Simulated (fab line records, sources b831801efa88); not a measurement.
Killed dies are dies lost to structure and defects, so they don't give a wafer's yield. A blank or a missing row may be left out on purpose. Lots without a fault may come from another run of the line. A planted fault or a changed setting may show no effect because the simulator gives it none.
fab line records | flow sky130
record lots=5 wafers=15 last_day=50
route steps=708 shown VT_ADJUST_HVTR@135 VT_ADJUST_PCH@143 SONOS_TUNNEL@154
lots that met no fault: from a run of the same line without faults
start_h: hours from the record's first day to the start of the lot's first wafer shown | wait_h: hours since the lot's step before | " the same as in the row above | L1.1+2: a row that stands for several wafers | - no value, or no start given | * or withheld: withheld | < > ~ a bound
route shown NAME@n: a module of which the file shows steps, and the number in the route of the first | usual: mean/standard deviation of fault-free wafers | same: alike in all rows | chamber/n: place in a boat | sites: the reading at each site | _std_site: their standard deviation | _edge_site: outer sites' mean less inner sites' | radius_mm: how far each site lies from the wafer's centre | mask NAME#n: copy n | behind: the tool/chamber that last shaped the wafer | hold: why the lot was held/for how many hours/how that ended | device: the transistor (n, p or np) that didn't switch | end of line: the same wafers' tests at the end of the route | a step without rows: its recipe alone | killed: dies lost to structure and defects at the first sort, not the wafer's yield | map: a wafer's dies, x killed, . not, _ none there
set.NAME: the setting as run; set.NAME@STEP: as run at that earlier step | model.NAME: the simulator's own value behind a step, which no gauge read
lots at some steps of the route; a table a step, a row a wafer
services: from which hour (start_h, from the record's first day; less than 0 if before it) a tool's chamber was out of use, for how many hours, and why
## steps
# step SKY_VT_ADJUST_HVTR_EXPOSE_04
# recipe mask_id=HVTRM target_cd_nm=380 na=0.6 source_shape=conventional sigma_outer=0.6 dose_mj=150
# step SKY_VT_ADJUST_HVTR_PEB_05
# recipe temp_c=withheld time_s=* resist=NOVOLAK
# step SKY_VT_ADJUST_HVTR_DEVELOP_06
# recipe develop_time_s=60 dev_temp_c=23
# step SKY_VT_ADJUST_HVTR_CD_MEAS_07
# recipe target_cd_nm=380
# usual cd_nm=379.6/2.5
# columns lot.wafer tool chamber start_h wait_h cd_nm
L818.1 cd_sem-01 - 218.38 0.1 381.8
L818.2 " - " " 381.7
L818.5 " - " " 381.8
L819.1 cd_sem-01 - 227.09 0.1 375.8
L819.2 " - " " 374.1
L819.3 " - " " 375.1
L831.2 cd_sem-01 - 314.16 0.1 380.6
L831.3 " - " " 380.7
L831.5 " - " " 381.6
L833.1 cd_sem-01 - 329.03 0.1 380.7
L833.2 " - " " 377.7
L833.5 " - " " 377.3
L839.1 cd_sem-02 - 371.05 0.1 380.0
L839.4 " - " " 380.0
L839.6 " - " " 380.5
# step SKY_VT_ADJUST_HVTR_OVL_MEAS_08
# usual VT_ADJUST_HVTR_OVL=-0.2/1.3
# columns lot.wafer tool chamber start_h wait_h VT_ADJUST_HVTR_OVL[nm]
L818.1 overlay-02 - 218.50 0.1 -0.7
L818.2 " - " " -1.7
L818.5 " - " " -1.9
L819.1 overlay-02 - 227.21 0.1 0.2
L819.2 " - " " 0.6
L819.3 " - " " 1.4
L831.2 overlay-02 - 314.27 0.1 -0.2
L831.3 " - " " 1.7
L831.5 " - " " 0.1
L833.1 overlay-02 - 329.15 0.1 -1.1
L833.2 " - " " -2.2
L833.5 " - " " -0.5
L839.1 overlay-02 - 371.17 0.1 -1.2
L839.4 " - " " -0.8
L839.6 " - " " -0.3
# step SKY_VT_ADJUST_HVTR_IMPLANT_09
# recipe species=B energy_kev=10 dose_cm2=2.1e+12 tilt_deg=withheld
# step SKY_VT_ADJUST_HVTR_STRIP_10
# recipe chemistry=O2/N2 power_w=1400 pressure_mtorr=1500 platen_temp_c=withheld o2_flow_sccm=3000 n2_flow_sccm=300 overash_fraction=0.5
# usual drypump_motor_current_A=5.57/0.28 oes_product_au=0.716/0.0047 strip_time_to_endpoint_s=14.10/0.039
# same overash_fraction=0.5
# columns lot.wafer tool chamber start_h wait_h drypump_motor_current_A oes_product_au rf_hours_counter_h strip_time_to_endpoint_s
L818.1 plasma_asher-03 1 218.69 0.1 5.57 0.718 10 14.10
L818.2 " 0 " " 5.49 0.715 10 14.09
L818.5 " 0 " " 5.52 0.717 - 14.08
L819.1 plasma_asher-04 0 227.40 0.1 5.61 0.713 53 14.12
L819.2 " 1 " " 5.16 0.724 53 14.08
L819.3 " 1 " " 5.14 0.723 - 14.10
L831.2 plasma_asher-04 1 314.45 0.1 5.15 0.707 60 14.09
L831.3 " 0 " " 5.58 0.718 - 14.09
L831.5 " 1 " " 5.12 0.715 - 14.07
L833.1 plasma_asher-04 0 329.34 0.1 5.58 0.713 61 14.06
L833.2 " 1 " " 5.18 0.714 61 14.15
L833.5 " 1 " " 5.16 0.713 - 14.16
L839.1 plasma_asher-04 0 371.36 0.1 5.57 0.710 66 14.11
L839.4 " 1 " " 5.12 0.718 - 14.11
L839.6 " 0 " " 5.56 0.721 - 14.11
# step SKY_VT_ADJUST_HVTR_TW_MEAS_11
# usual VT_ADJUST_HVTR_TW=210.9/1.1
# columns lot.wafer tool chamber start_h wait_h VT_ADJUST_HVTR_TW
L818.1 film_metro-03 - 218.79 0.1 210.1
L818.2 " - " " 210.1
L818.5 " - " " 211.2
L819.1 film_metro-03 - 227.50 0.1 210.7
L819.2 " - " " 211.6
L819.3 " - " " 210.4
L831.2 film_metro-01 - 314.56 0.1 212.9
L831.3 " - " " 212.5
L831.5 " - " " 211.7
L833.1 film_metro-03 - 329.44 0.1 212.2
L833.2 " - " " 210.2
L833.5 " - " " 211.2
L839.1 film_metro-01 - 371.46 0.1 211.9
L839.4 " - " " 212.3
L839.6 " - " " 212.1
# step SKY_VT_ADJUST_PCH_DEHYDRATE_00
# recipe temp_c=200 time_s=60
# step SKY_VT_ADJUST_PCH_HMDS_01
# recipe prime_time_s=60 prime_temp_c=120
# step SKY_VT_ADJUST_PCH_COAT_02
# recipe spin_rpm=2000 resist_thk_nm=3000
# step SKY_VT_ADJUST_PCH_SOFTBAKE_03
# recipe temp_c=110 time_s=withheld
# step SKY_VT_ADJUST_PCH_EXPOSE_04
# recipe mask_id=NWM na=0.6 source_shape=conventional sigma_outer=0.6 polarization=unpolarized target_cd_nm=840 dose_mj=255
# usual focus_offset_nm=0.1/0.57
# same na=0.6
# columns lot.wafer tool chamber start_h wait_h mask focus_offset_nm
L818.1 iline_stepper-02 0 230.25 - NWM#0 0.3
L818.2 " 0 " " NWM#0 0.0
L818.5 " 0 " " NWM#0 0.4
L819.1 iline_stepper-01 0 239.38 - NWM#0 1.9
L819.2 " 0 " " NWM#0 1.1
L819.3 " 0 " " NWM#0 1.3
L831.2 iline_stepper-02 0 327.30 - HVTRM#0 0.4
L831.3 " 0 " " HVTRM#0 0.0
L831.5 " 0 " " HVTRM#0 0.6
L833.1 iline_stepper-02 0 342.48 - NWM#0 0.5
L833.2 " 0 " " NWM#0 -0.2
L833.5 " 0 " " NWM#0 -0.3
L839.1 iline_stepper-02 0 386.06 - NWM#0 0.7
L839.4 " 0 " " NWM#0 0.2
L839.6 " 0 " " NWM#0 0.1
# step SKY_VT_ADJUST_PCH_PEB_05
# recipe temp_c=115 time_s=withheld
# step SKY_VT_ADJUST_PCH_DEVELOP_06
# recipe wall_angle_deg=90 developer=TMAH develop_time_s=60 dev_temp_c=23
# step SKY_VT_ADJUST_PCH_OVL_MEAS_07
# usual VT_ADJUST_PCH_OVL=-0.4/2
# columns lot.wafer tool chamber start_h wait_h VT_ADJUST_PCH_OVL[nm]
L818.1 overlay-01 - 241.60 - -1.8
L818.2 " - " " -3.6
L818.5 " - " " 0.0
L819.1 overlay-01 - 250.73 - -0.7
L819.2 " - " " 1.1
L819.3 " - " " 1.2
L831.2 overlay-01 - 340.76 - -
L831.3 " - " " -
L831.5 " - " " -
L833.1 overlay-02 - 356.33 - 0.1
L833.2 " - " " 0.6
L833.5 " - " " -1.6
L839.1 overlay-02 - 400.48 - -1.2
L839.4 " - " " -3.3
L839.6 " - " " -0.6
# step SKY_VT_ADJUST_PCH_IMPLANT_08
# recipe species=B energy_kev=10 dose_cm2=5e+11 tilt_deg=withheld
# step SKY_VT_ADJUST_PCH_STRIP_09
# recipe chemistry=O2/N2 power_w=1400 pressure_mtorr=1500 platen_temp_c=withheld o2_flow_sccm=3000 n2_flow_sccm=300 overash_fraction=0.5
# usual drypump_motor_current_A=5.6/0.36 oes_product_au=0.721/0.0043 strip_time_to_endpoint_s=36.92/0.11
# same overash_fraction=0.5
# columns lot.wafer tool chamber start_h wait_h drypump_motor_current_A oes_product_au rf_hours_counter_h strip_time_to_endpoint_s
L818.1 plasma_asher-04 0 241.79 0.1 5.6 0.721 54 36.70
L818.2 " 1 " " 5.1 0.717 54 36.75
L818.5 " 0 " " 5.6 0.716 - 36.86
L819.1 plasma_asher-03 0 250.92 0.1 5.5 0.717 13 36.80
L819.2 " 1 " " 5.6 0.720 13 37.02
L819.3 " 1 " " 5.6 0.717 - 36.95
L831.2 plasma_asher-01 1 340.94 0.1 5.9 0.719 67 36.92
L831.3 " 1 " " 5.9 0.716 - 36.82
L831.5 " 1 " " 5.9 0.723 - 36.88
L833.1 plasma_asher-01 0 356.52 0.1 6.2 0.725 69 37.12
L833.2 " 1 " " 5.9 0.725 69 36.99
L833.5 " 1 " " 5.9 0.719 - 36.98
L839.1 plasma_asher-04 1 400.67 0.1 5.1 0.712 69 36.86
L839.4 " 1 " " 5.2 0.718 - 36.92
L839.6 " 1 " " 5.1 0.715 - 36.90
# step SKY_VT_ADJUST_PCH_TW_MEAS_10
# usual VT_ADJUST_PCH_TW=142.2/0.74
# columns lot.wafer tool chamber start_h wait_h VT_ADJUST_PCH_TW
L818.1 film_metro-02 - 241.89 0.1 141.8
L818.2 " - " " 142.1
L818.5 " - " " 142.3
L819.1 film_metro-04 - 251.02 0.1 140.4
L819.2 " - " " 141.9
L819.3 " - " " 141.8
L831.2 film_metro-02 - 341.05 0.1 29.9
L831.3 " - " " 29.9
L831.5 " - " " 29.8
L833.1 film_metro-03 - 356.62 0.1 142.7
L833.2 " - " " 142.8
L833.5 " - " " 142.8
L839.1 film_metro-02 - 400.77 0.1 142.2
L839.4 " - " " 141.4
L839.6 " - " " 141.4
# step SKY_SONOS_TUNNEL_DEHYDRATE_00
# recipe temp_c=200 time_s=60
## services
# columns tool chamber start_h hours kind
plasma_asher-03 - 209.46 1.9 repair
iline_stepper-01 - 218.19 1.7 pm
plasma_asher-04 - 230.33 0.5 repair
iline_stepper-01 0 246.21 - calibration
plasma_asher-04 - 263.95 2.2 repair
plasma_asher-04 - 265.72 11.3 repair
iline_stepper-02 - 278.83 8.4 repair
iline_stepper-02 - 291.55 3.1 repair
plasma_asher-03 - 291.60 52.8 repair
plasma_asher-04 - 296.36 1.9 repair
iline_stepper-01 - 299.54 8.2 repair
plasma_asher-04 - 303.28 8.2 repair
iline_stepper-02 - 316.38 1.7 pm
plasma_asher-01 - 342.54 4.0 pm
iline_stepper-02 0 384.14 - calibration
plasma_asher-01 - 391.11 0.7 repair
## key
first_sign step=SKY_VT_ADJUST_PCH_EXPOSE_04 reading=mask direction=changed
effect step=SKY_VT_ADJUST_PCH_OVL_MEAS_07 reading=VT_ADJUST_PCH_OVL direction=missing
effect step=SKY_VT_ADJUST_PCH_TW_MEAS_10 reading=VT_ADJUST_PCH_TW direction=down sigmas=99+ usual=142.2 struck=29.9
met_at SKY_VT_ADJUST_PCH_EXPOSE_04
struck_wafers L831.2,L831.3,L831.5
sort_left_out L831.2,L831.3,L831.5
tester_left_out L831
onset_between 230.25 327.30
fault kind=wrong_mask tool=any chamber=- onset_h=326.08 steps=SKY_VT_ADJUST_PCH_EXPOSE_04 aux_copy=HVTRM#0 scope=struck_lots_only
# tester_left_out: of these lots the tester's yield and bins aren't shown, on N5 and GAA mostly nor the transistor test; their killed dies are dies lost to structure and defects alone, not to doping, threshold or leakage, so they don't give the yield
# sort_left_out: the simulated sort isn't trusted on such a fault, so these wafers' sort isn't shown, and their yield isn't known
